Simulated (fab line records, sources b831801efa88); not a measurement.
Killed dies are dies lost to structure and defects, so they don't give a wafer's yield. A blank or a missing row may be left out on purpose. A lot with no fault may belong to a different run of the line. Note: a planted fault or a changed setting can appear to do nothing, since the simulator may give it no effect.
fab line records | flow gf180mcu | part 2 of 2: steps 34 to 48 of 48
[record] lots = 5 | wafers = 15 | lastDay = 33
route steps=602 shown VT_IMPLANT@121 MVSD@136 NWELL@137 LVPWELL@138 MVPSD@139 DUAL_GATE@141 POLY_GATE@157
lots untouched by any fault: they come from a run of this same line in which no faults occurred
startH: the number of hours between the record's first day and the start of the first shown wafer of the lot | waitH: hours since the lot's step before | " as in the row above | L1.1+2: several wafers, shown together as one row | - either no value or no given start | * or withheld: withheld | < > ~ a bound
route shown NAME@n: NAME is a module with steps in the file, n the number in the route of the first one | usual: mean and standard deviation over wafers with no fault | same: alike in all rows | chamber/n: place in a boat | sites: each site's reading | _std_site: their standard deviation | _edge_site: the outer-site mean with the inner-site mean subtracted | radiusMm: how far each site lies from the wafer's centre | mask NAME#n: copy n | behind: tool/chamber where the wafer was last shaped | hold: the reason the lot was held/the length of the hold in hours/how it ended | device: transistor that didn't switch, given as n, p or np | end of line: at the end of the route, the tests of the same wafers | for a step that has no rows: nothing shown but its recipe | killed: dies lost to structure and defects at the first sort, not the wafer's yield | map: a wafer's dies, marking killed ones x, the rest . and places with no die _
set.NAME: the setting the step ran with; set.NAME@STEP: the setting that earlier step ran with | model.NAME: the simulator's own value behind a step, which no gauge read
lots at some steps of the route; a table a step, a row a wafer
services: the hour from which a tool's chamber was out of use, counted from the record's first day as startH (under 0 if before that day), plus the number of hours and why
[[steps]]
[step GF_DUAL_GATE_STRIP_13]
[recipe] chemistry = O2/N2 | powerW = 1400 | pressureMtorr = 1500 | platenTempC = 250 | o2FlowSccm = 3000 | n2FlowSccm = 300 | overashFraction = 0.5
[usual] drypumpMotorCurrentA = 5.86/0.3 | heaterPowerW = 361/36 | oesProductAu = 0.716/0.0046 | stripTimeToEndpointS = 12.55/0.041
lot.wafer | tool           | chamber | startH | waitH | drypumpMotorCurrentA | heaterPowerW | oesProductAu | rfHoursCounterH | stripTimeToEndpointS
L078.1    | plasmaAsher-03 | 1       | 206.68 | 0.0   | 6.45                 | 302          | 0.717        | 54              | 12.46
L078.5    | "              | 1       | "      | "     | 6.43                 | 303          | 0.713        | -               | 12.47
L078.6    | "              | 0       | "      | "     | 5.63                 | 310          | 0.717        | -               | 12.48
L079.2    | plasmaAsher-02 | 0       | 217.43 | 0.0   | 5.78                 | 380          | 0.719        | 8               | 12.53
L079.3    | "              | 0       | "      | "     | 5.79                 | 403          | 0.723        | -               | 12.58
L079.6    | "              | 1       | "      | "     | 5.94                 | 384          | 0.713        | -               | 12.55
L084.2    | plasmaAsher-02 | 1       | 246.33 | 0.0   | 5.94                 | 380          | 0.713        | 11              | 12.59
L084.3    | "              | 1       | "      | "     | 5.96                 | 390          | 0.720        | -               | 12.58
L084.4    | "              | 0       | "      | "     | 5.79                 | 390          | 0.727        | -               | 12.64
L086.4    | plasmaAsher-02 | 0       | 262.27 | 0.0   | 5.76                 | 400          | 0.716        | -               | 12.52
L086.5    | "              | 1       | "      | "     | 5.90                 | 389          | 0.711        | -               | 12.54
L086.6    | "              | 0       | "      | "     | 5.78                 | 390          | 0.713        | -               | 12.53
L091.1    | plasmaAsher-02 | 0       | 293.63 | 0.0   | 5.77                 | 399          | 0.725        | 16              | 12.58
L091.3    | "              | 0       | "      | "     | 5.77                 | 396          | 0.712        | -               | 12.60
L091.4    | "              | 1       | "      | "     | 5.96                 | 379          | 0.715        | -               | 12.59
[step GF_DUAL_GATE_CLEAN_14]
[recipe] chemistry = SC1/SC2 | mix = 1:4:20 | tempC = 70 | timeS = 150 | dry = n2Spin
lot.wafer  | tool        | chamber | startH | waitH
L078.1+5+6 | wetBench-01 | 0       | 206.78 | 0.1
L079.2+3+6 | wetBench-02 | 1       | 217.53 | 0.1
L084.2+3+4 | wetBench-03 | 3       | 246.43 | 0.1
L086.4+5+6 | wetBench-02 | 3       | 262.34 | 0.0
L091.1+3+4 | wetBench-02 | 1       | 293.73 | 0.1
[step GF_DUAL_GATE_OXIDATION_15]
[recipe] tempC = 850 | ambient = O2 | stabiliseS = 600 | purgeS = 300 | targetThkA = 70.98 | oxTimeS = 1995
[same] stabiliseS = 600
lot.wafer  | tool       | chamber | startH | waitH
L078.1+5+6 | furnace-01 | 0       | 207.64 | 0.8
L079.2+3+6 | furnace-01 | 0       | 217.63 | 0.0
L084.2+3+4 | furnace-01 | 0       | 247.40 | 0.9
L086.4+5+6 | furnace-02 | 0       | 262.39 | 0.0
L091.1+3+4 | furnace-02 | 0       | 294.23 | 0.4
[step GF_POLY_GATE_CVD_00]
[recipe] material = poly-Si | targetThkNm = 200 | tempC = 620 | timeS = 1200 | pressureMtorr = 200
lot.wafer  | tool     | chamber | startH | waitH
L078.1+5+6 | lpcvd-02 | 0       | 209.20 | 0.0
L079.2+3+6 | lpcvd-01 | 0       | 219.28 | 0.1
L084.2+3+4 | lpcvd-01 | 0       | 248.95 | 0.0
L086.4+5+6 | lpcvd-01 | 0       | 263.94 | 0.0
L091.1+3+4 | lpcvd-02 | 1       | 295.78 | 0.0
[step GF_POLY_GATE_THK_MEAS_01]
[recipe] reads = poly-Si_of_POLY_GATE_CVD_00
[usual] POLY_GATE_CVD_00_THK = 200.1/1.5
lot.wafer | tool         | chamber | startH | waitH | POLY_GATE_CVD_00_THK[nm]
L078.1    | filmMetro-03 | -       | 210.53 | 0.0   | 202.1
L078.5    | "            | -       | "      | "     | 202.0
L078.6    | "            | -       | "      | "     | 200.5
L079.2    | filmMetro-03 | -       | 220.62 | 0.0   | 199.2
L079.3    | "            | -       | "      | "     | 197.9
L079.6    | "            | -       | "      | "     | 199.7
L084.2    | filmMetro-03 | -       | 250.29 | 0.0   | 202.2
L084.3    | "            | -       | "      | "     | 201.6
L084.4    | "            | -       | "      | "     | 200.7
L086.4    | filmMetro-03 | -       | 265.31 | 0.0   | 199.4
L086.5    | "            | -       | "      | "     | 200.3
L086.6    | "            | -       | "      | "     | 200.7
L091.1    | filmMetro-03 | -       | 297.11 | 0.0   | 199.3
L091.3    | "            | -       | "      | "     | 198.7
L091.4    | "            | -       | "      | "     | 200.1
[step GF_POLY_GATE_DEHYDRATE_02]
[recipe] tempC = 200 | timeS = 60
lot.wafer  | tool          | chamber | startH | waitH
L078.1+5+6 | lithoTrack-01 | 0       | 218.93 | 8.4
L079.2+3+6 | lithoTrack-04 | 0       | 229.19 | 8.6
L084.2+3+4 | lithoTrack-04 | 0       | 258.84 | 8.5
L086.4+5+6 | lithoTrack-04 | 0       | 274.34 | 9.0
L091.1+3+4 | lithoTrack-02 | 0       | 306.82 | 9.7
[step GF_POLY_GATE_HMDS_03]
[recipe] primeTimeS = 60 | primeTempC = 120
lot.wafer  | tool          | chamber | startH | waitH
L078.1+5+6 | lithoTrack-01 | 0       | 219.08 | 0.1
L079.2+3+6 | lithoTrack-04 | 0       | 229.34 | 0.1
L084.2+3+4 | lithoTrack-04 | 0       | 258.99 | 0.1
L086.4+5+6 | lithoTrack-04 | 0       | 274.49 | 0.1
L091.1+3+4 | lithoTrack-02 | 0       | 306.97 | 0.1
[step GF_POLY_GATE_COAT_04]
[recipe] resist = BARC | tempC = withheld | timeS = withheld | spinRpm = withheld | resistThkNm = withheld
lot.wafer  | tool          | chamber | startH | waitH
L078.1+5+6 | lithoTrack-01 | 0       | 219.23 | 0.1
L079.2+3+6 | lithoTrack-04 | 0       | 229.49 | 0.1
L084.2+3+4 | lithoTrack-04 | 0       | 259.14 | 0.1
L086.4+5+6 | lithoTrack-04 | 0       | 274.64 | 0.1
L091.1+3+4 | lithoTrack-02 | 0       | 307.12 | 0.1
[step GF_POLY_GATE_COAT_05]
[recipe] resist = KrF | spinRpm = withheld | resistThkNm = 700
lot.wafer  | tool          | chamber | startH | waitH
L078.1+5+6 | lithoTrack-01 | 0       | -      | -
L079.2+3+6 | lithoTrack-04 | 0       | -      | -
L084.2+3+4 | lithoTrack-04 | 0       | -      | -
L086.4+5+6 | lithoTrack-04 | 0       | -      | -
L091.1+3+4 | lithoTrack-02 | 0       | -      | -
[step GF_POLY_GATE_SOFTBAKE_06]
[recipe] tempC = 130 | timeS = 60 | resist = KrF
lot.wafer  | tool          | chamber | startH | waitH
L078.1+5+6 | lithoTrack-01 | 0       | -      | -
L079.2+3+6 | lithoTrack-04 | 0       | -      | -
L084.2+3+4 | lithoTrack-04 | 0       | -      | -
L086.4+5+6 | lithoTrack-04 | 0       | -      | -
L091.1+3+4 | lithoTrack-02 | 0       | -      | -
[step GF_POLY_GATE_EXPOSE_07]
[recipe] maskId = Poly2 | targetCdNm = 280 | na = 0.68 | sourceShape = conventional | sigmaOuter = 0.6 | doseMj = 28
lot.wafer  | tool          | chamber | startH | waitH | mask
L078.1+5+6 | krfScanner-02 | 0       | -      | -     | Poly2#0
L079.2+3+6 | krfScanner-02 | 0       | -      | -     | Poly2#0
L084.2+3+4 | krfScanner-02 | 0       | -      | -     | Poly2#0
L086.4+5+6 | krfScanner-02 | 0       | -      | -     | Poly2#0
L091.1+3+4 | krfScanner-01 | 0       | -      | -     | Poly2#0
[step GF_POLY_GATE_PEB_08]
[recipe] pebTempC = 135 | pebTimeS = 90 | resist = KrF
lot.wafer  | tool          | chamber | startH | waitH
L078.1+5+6 | lithoTrack-01 | 0       | -      | -
L079.2+3+6 | lithoTrack-01 | 0       | -      | -
L084.2+3+4 | lithoTrack-04 | 0       | -      | -
L086.4+5+6 | lithoTrack-01 | 0       | -      | -
L091.1+3+4 | lithoTrack-02 | 0       | -      | -
[step GF_POLY_GATE_DEVELOP_09]
[recipe] developTimeS = 60 | resist = KrF | devTempC = 21
[same] developTimeS = 60
lot.wafer  | tool          | chamber | startH | waitH
L078.1+5+6 | lithoTrack-01 | 0       | 228.43 | 0.2
L079.2+3+6 | lithoTrack-01 | 0       | 238.56 | 0.2
L084.2+3+4 | lithoTrack-04 | 0       | 269.29 | 0.2
L086.4+5+6 | lithoTrack-01 | 0       | 284.96 | 0.1
L091.1+3+4 | lithoTrack-02 | 0       | 317.37 | 0.2
[step GF_POLY_GATE_CD_MEAS_10]
[recipe] targetCdNm = 280
[usual] cdNm = 280.0/1.2
lot.wafer | tool     | chamber | startH | waitH | cdNm
L078.1    | cdSem-02 | -       | 228.58 | 0.1   | 279.1
L078.5    | "        | -       | "      | "     | 278.5
L078.6    | "        | -       | "      | "     | 278.5
L079.2    | cdSem-01 | -       | 238.70 | 0.1   | 278.8
L079.3    | "        | -       | "      | "     | 279.2
L079.6    | "        | -       | "      | "     | 279.1
L084.2    | cdSem-02 | -       | 269.43 | 0.1   | 280.9
L084.3    | "        | -       | "      | "     | 279.6
L084.4    | "        | -       | "      | "     | 279.6
L086.4    | cdSem-02 | -       | 285.09 | 0.1   | 281.0
L086.5    | "        | -       | "      | "     | 280.1
L086.6    | "        | -       | "      | "     | 280.5
L091.1    | cdSem-01 | -       | 317.52 | 0.1   | 282.6
L091.3    | "        | -       | "      | "     | 282.5
L091.4    | "        | -       | "      | "     | 280.7
[step GF_POLY_GATE_OVL_MEAS_11]
[usual] POLY_GATE_OVL = 2/4.8
lot.wafer | tool       | chamber | startH | waitH | POLY_GATE_OVL[nm]
L078.1    | overlay-01 | -       | 228.70 | 0.1   | 9
L078.5    | "          | -       | "      | "     | 4
L078.6    | "          | -       | "      | "     | 1
L079.2    | overlay-01 | -       | 238.81 | 0.1   | 3
L079.3    | "          | -       | "      | "     | 7
L079.6    | "          | -       | "      | "     | 3
L084.2    | overlay-02 | -       | 269.54 | 0.1   | 2
L084.3    | "          | -       | "      | "     | -3
L084.4    | "          | -       | "      | "     | -1
L086.4    | overlay-01 | -       | 285.17 | 0.1   | 10
L086.5    | "          | -       | "      | "     | 3
L086.6    | "          | -       | "      | "     | 6
L091.1    | overlay-02 | -       | 317.64 | 0.1   | -1
L091.3    | "          | -       | "      | "     | -1
L091.4    | "          | -       | "      | "     | 4
[[services]]
tool            | chamber | startH | hours | kind
krfScanner-02   | -       | 150.52 | 1.0   | pm
plasmaAsher-02  | -       | 151.38 | 2.0   | repair
plasmaAsher-02  | -       | 151.62 | 16.4  | repair
krfScanner-02   | -       | 152.30 | 1.3   | pm
plasmaAsher-03  | -       | 162.95 | 15.6  | pm
plasmaAsher-02  | -       | 167.98 | 4.3   | pm
plasmaAsher-03  | -       | 213.00 | 0.5   | repair
plasmaAsher-01  | -       | 215.72 | 0.8   | repair
plasmaAsher-04  | -       | 244.00 | 2.8   | pm
plasmaAsher-03  | -       | 250.54 | 2.8   | pm
krfScanner-02   | -       | 253.40 | 3.6   | pm
furnace-01      | -       | 255.04 | 3.2   | pm
plasmaAsher-03  | -       | 268.39 | 1.9   | repair
furnace-02      | -       | 272.54 | 2.6   | pm
krfScanner-02   | -       | 275.61 | 0.8   | pm
ilineStepper-01 | -       | 275.79 | 1.2   | repair
ilineStepper-02 | -       | 276.95 | 4.4   | pm
krfScanner-02   | -       | 281.08 | 4.4   | pm
ilineStepper-02 | -       | 281.40 | 1.7   | pm
ilineStepper-01 | -       | 283.07 | 1.7   | pm
plasmaAsher-04  | -       | 289.55 | 0.5   | repair
wetBench-02     | -       | 299.51 | 5.4   | repair
furnace-02      | -       | 305.32 | 3.1   | pm
ilineStepper-02 | -       | 308.45 | 2.1   | pm
